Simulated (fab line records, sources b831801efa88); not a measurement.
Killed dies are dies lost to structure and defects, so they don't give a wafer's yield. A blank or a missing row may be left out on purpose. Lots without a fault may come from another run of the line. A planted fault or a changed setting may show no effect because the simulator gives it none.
A struck lot beside a sound one | flow sky130 | 14 steps out of a route of 708
Sound: wafers L851.3, L851.5, L851.6. Struck: wafers L839.3, L839.5, L839.6. The cause comes at the end.
At each step with rows: each side's tool, then ch and its chambers, then its first start. Under that, the readings that differ: sound wafers | struck wafers | difference of the means | sigmas: that difference in standard deviations of wafers without a fault.
alike: readings whose means differ by less than 2 such deviations, and words and numbers that are the same on both sides. not compared: withheld readings, readings that some wafer has no value for, bounds like >300 that may hide the same value, and numbers for which the record gives no deviation and whose values overlap.
The two part at a step that has a row with sigmas, a row that says differs or no value, or rows on one side only. Numbers that don't overlap but have no deviation are shown without sigmas and don't part them. A reading that every wafer of one side lacks parts them only if that side has two wafers or more.

SKY_VIA3_OVL_MEAS_13:
  sound on overlay-01, day 45 07:02; struck on overlay-02, day 42 01:52
  alike: VIA3_OVL
SKY_VIA3_ETCH_14: etches BARC in N2/H2, stops on SiO2, time 45.9 s, target depth 60 nm.
  sound on rie_diel-04 ch 0,3, day 45 07:04; struck on rie_diel-01 ch 2,3, day 42 01:54
  reading                     | sound       | struck      | difference | sigmas
  drypump_motor_current_A (A) | 5.3 5.3 5.9 | 6.6 5.7 6.7 | +0.8       | +2
  alike: oes_product_au, throttle_valve_pct
  not compared: rf_hours_counter_h
then, 1 step without rows for these wafers: SKY_VIA3_ETCH_15 (etches SiO2 in C4F8/O2/Ar, stops on TiN, target depth 507 nm, time 78 s).
SKY_VIA3_STRIP_16: strips in O2/N2.
  sound on plasma_asher-04 ch 0,1, day 45 07:12; struck on plasma_asher-04 ch 0,1, day 42 02:02
  reading                      | sound          | struck         | difference | sigmas
  strip_time_to_endpoint_s (s) | 4.18 4.17 4.17 | 4.09 4.10 4.10 | -0.08      | -2
  alike: drypump_motor_current_A, o2_flow_sccm, oes_product_au
  not compared: rf_hours_counter_h
then, 3 steps without rows for these wafers: SKY_VIA3_STRIP_17 (strips in post etch residue remover, time 1200 s); SKY_VIA3_CLEAN_18 (cleans in IPA, time 180 s); SKY_VIA3_CLEAN_19 (cleans in O3/DIW).
SKY_VIA3_SPUTTER_20: material TiN, target thk 20 nm, time 80 s.
  sound on pvd_sputter-03, day 45 07:46; struck on pvd_sputter-01, day 42 02:35
  alike: cathode_dc_power_W, chamber_pressure_pa, throttle_valve_pct
SKY_VIA3_CVD_21: deposits W, target thk 390 nm, time 117.31 s.
  sound on cvd_w-01 ch 0,1, day 45 07:52; struck on cvd_w-02 ch 0,1, day 42 02:41
  alike: heater_power_w
SKY_VIA3_RS_MEAS_22: measures by four-point-probe.
  sound on film_metro-01, day 45 07:59; struck on film_metro-04, day 42 02:49
  alike: VIA3_W_RS
SKY_VIA3_THK_MEAS_23: measures by xrf.
  sound on film_metro-01, day 45 08:05; struck on film_metro-04, day 42 02:55
  alike: VIA3_W_THK
SKY_VIA3_CMP_24: polishes, stops on SiO2, t overpolish 20 s, target thk 0 nm.
  sound on cmp-02 ch 0,3, day 45 09:23; struck on cmp-01 ch 1,2,3, day 42 03:06
  reading                | sound       | struck   | difference | sigmas
  time_to_endpoint_s (s) | 107 104 104 | 92 94 92 | -12        | -3
  alike: motor_current_A, overpolish_run_s
SKY_METAL4_SPUTTER_00: material Ti, target thk 15 nm, time 10 s.
  sound on pvd_sputter-04, day 45 09:38; struck on pvd_sputter-04, day 42 03:15
  no value came back on the struck wafers for cathode_dc_power_W (W), chamber_pressure_pa (Pa), throttle_valve_pct (%); on the sound wafers cathode_dc_power_W (W) reads 3000.5 3000.2 3000.2
then, 1 step without rows for these wafers: SKY_METAL4_SPUTTER_01 (material TiN, target thk 20 nm, time 16.7 s).

WHERE THEY PART
First at SKY_VIA3_ETCH_14; last, within this record, at SKY_METAL4_SPUTTER_00.

WHY: what the simulator had put in
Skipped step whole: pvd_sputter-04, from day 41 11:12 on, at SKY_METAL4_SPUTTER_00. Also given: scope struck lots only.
